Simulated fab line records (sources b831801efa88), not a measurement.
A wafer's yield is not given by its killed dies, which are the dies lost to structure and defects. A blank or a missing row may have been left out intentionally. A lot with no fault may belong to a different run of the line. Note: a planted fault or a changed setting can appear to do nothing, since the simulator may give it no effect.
Which tool is to blame?	flow gf180mcu	7 lots, 21 wafers sampled, at 2 steps of a route of 602

WHAT THE GAUGES SHOWED, per wafer
GF_V4_RS_MEAS_24: a four-point-probe measurement.
lot	measured	on	V4_W_RS (ohm/sq)
L648	day 26 01:20	film metro-02	0.3225 0.3204 0.3237
L651	day 27 01:47	film metro-02	0.3259 0.3264 0.3186
L653	day 27 15:26	film metro-01	0.3275 0.3246 0.3222
L656	day 28 16:35	film metro-02	0.3257 0.3273 0.3219
L658	day 29 10:37	film metro-01	0.3226 0.3273 0.3228
L663	day 30 12:21	film metro-01	0.3202 0.3280 0.3260
L665	day 31 03:02	film metro-01	0.3316 0.3242 0.3266

TOOL THAT RAN EACH LOT (tool first, then ch and the chambers of the sampled wafers, then the start)
lot	GF_STI_ETCH_14
L648	rie si-01 ch 1,2,3, day 2 22:39
L651	rie si-01 ch 0,3, day 3 14:17
L653	rie si-01 ch 1,2, day 4 00:05
L656	rie si-01 ch 1,2, day 4 15:15
L658	rie si-02 ch 1,2,3, day 5 01:21
L663	rie si-01 ch 0,1,3, day 6 03:21
L665	rie si-01 ch 0,1,2, day 6 14:03
- GF_STI_ETCH_14: etches Si in HBr/Cl2/O2, target depth 360 nm, time 102.9 s.

THE ANSWER, worked out from the rows above alone
Rule: the usual values come from the lots themselves. Put in order of their means at a reading, lots are off if they are a third of the lots or fewer, leave a main group of 4 or more, and stand apart from it by a gap of 3 or more times the standard deviation of the main group's means; of several such gaps the widest counts. If all means in a main group match to the digits the tables above print for the reading, that group is not used. Also off: a lot with no number at a reading for which 4 or more lots have one. The other lots that the step has rows for count as sound.
No lot is off at any reading shown: from this, nothing can be told.

WHAT HAD BEEN PUT IN BY THE SIMULATOR
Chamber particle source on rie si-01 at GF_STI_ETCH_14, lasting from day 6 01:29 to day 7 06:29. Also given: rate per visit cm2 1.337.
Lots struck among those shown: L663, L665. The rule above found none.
